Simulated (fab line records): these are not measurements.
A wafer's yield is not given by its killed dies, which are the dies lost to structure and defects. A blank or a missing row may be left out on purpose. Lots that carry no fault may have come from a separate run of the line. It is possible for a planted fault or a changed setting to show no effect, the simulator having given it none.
Problem report, 8D (eight disciplines) form, completed by code ; flow gf180mcu ; the parts of the form that need people (team, actions taken, sign-off) are left out

1. THE ISSUE
Mean V4_CVD_00_THK at GF_V4_THK_MEAS_01: 900 nm over 2 wafers in 2 lots; fault-free wafers: 599 nm, standard deviation 6.2. Relative to the usual mean, that is a shift of +49 standard deviations.
First seen on wafer L853.2, day 26 03:23, on film metro-03. The record holds 36 wafers of 12 lots with a number at this step. Rule for "out" (also "out of limits"): further than 4 standard deviations from the usual mean. All remaining wafers that have a number are taken as sound.

2. WHAT IT IS AND WHAT IT IS NOT
question;is;is not
which readings at this step;V4_CVD_00_THK;-
which lots;L853, L854;L847, L848, L849, L851, L852, L861, L865, L866, L867, L868
which wafers of those lots;L853.2, L854.1;L853.3, L853.6, L854.2, L854.5
read on which gauges;film metro-03, film metro-04;film metro-02
when;from day 26 03:23;"up to then (17 sound wafers); but 17 sound wafers of L854, L861, L865, L866, L867, L868 came after"

3. THE SUSPECTS, EACH WITH WHAT RULES IT OUT
Counting: if a tool at a process step up to the reading ran every lot that is out, it stays a suspect. Sound lots after the first of them don't rule it out here, since some wafers of a struck lot are sound.
- the gauge at GF_V4_THK_MEAS_01 is ruled out. The wafers that are out were read on 2 gauges (film metro-03, film metro-04).
- hdpcvd-02 at GF_V4_CVD_00 (deposits SiO2, target thk 600 nm, time 100 s): kept. Every lot that is out went through it, the first being L853 (day 26 03:17); the last sound lot it ran before that was L851 (day 25 08:28). On those wafers its own readings are out: sih4 flow sccm.
- At GF_V4_CVD_00, inside hdpcvd-02: chamber 0 took the wafers that are out, while their sound lot-mates went through chambers 1, 2.
Remaining after the count: hdpcvd-02 at GF_V4_CVD_00.

4. THE CAUSE (what the simulator had put in)
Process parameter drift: hdpcvd-02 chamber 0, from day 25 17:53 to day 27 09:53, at GF_V4_CVD_00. A move of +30 in setting sih4 flow sccm, from 60. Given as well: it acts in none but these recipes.
The count eliminated every tool but this one.

5. THE CHAIN OF EFFECTS, in route order
One row per reading whose mean, taken over the struck wafers that have a number, lies over 3 standard deviations from the usual. Only readings whose record carries a usual standard deviation are examined. hours: median over the lots of the time between each lot's start at the first step of this table that gives one and its start at this step. sigmas: the change, counted in usual standard deviations.
hours;step;reading;usual;on struck wafers;change;sigmas
0;GF_V4_CVD_00;sih4 flow sccm;59.99 sccm;90.16;+30.16;+99 or more
0;GF_V4_THK_MEAS_01;V4_CVD_00_THK;599 nm;900;+301;+49
Its process steps:
- GF_V4_CVD_00: deposits SiO2, target thk 600 nm, time 100 s.
At these later measuring or inspecting steps, every struck wafer for which the step has a row has a number for every such reading, and none has moved that far: GF_V4_BOW_MEAS_05.

6. WHAT WOULD HAVE CAUGHT IT SOONER
Counted from the fault's start at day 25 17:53, it took 10 hours until the first out-of-limits reading at a measuring or inspecting step in this record, taken at day 26 03:23.
Tool's own readings at GF_V4_CVD_00, sih4 flow sccm: out on all struck wafers the step has rows for; an alarm limit on them would have tripped on the first.
Of the lots that are out (2), L854 began GF_V4_CVD_00 on hdpcvd-02 after day 26 03:23. Putting the tool on hold at that point would have spared it.
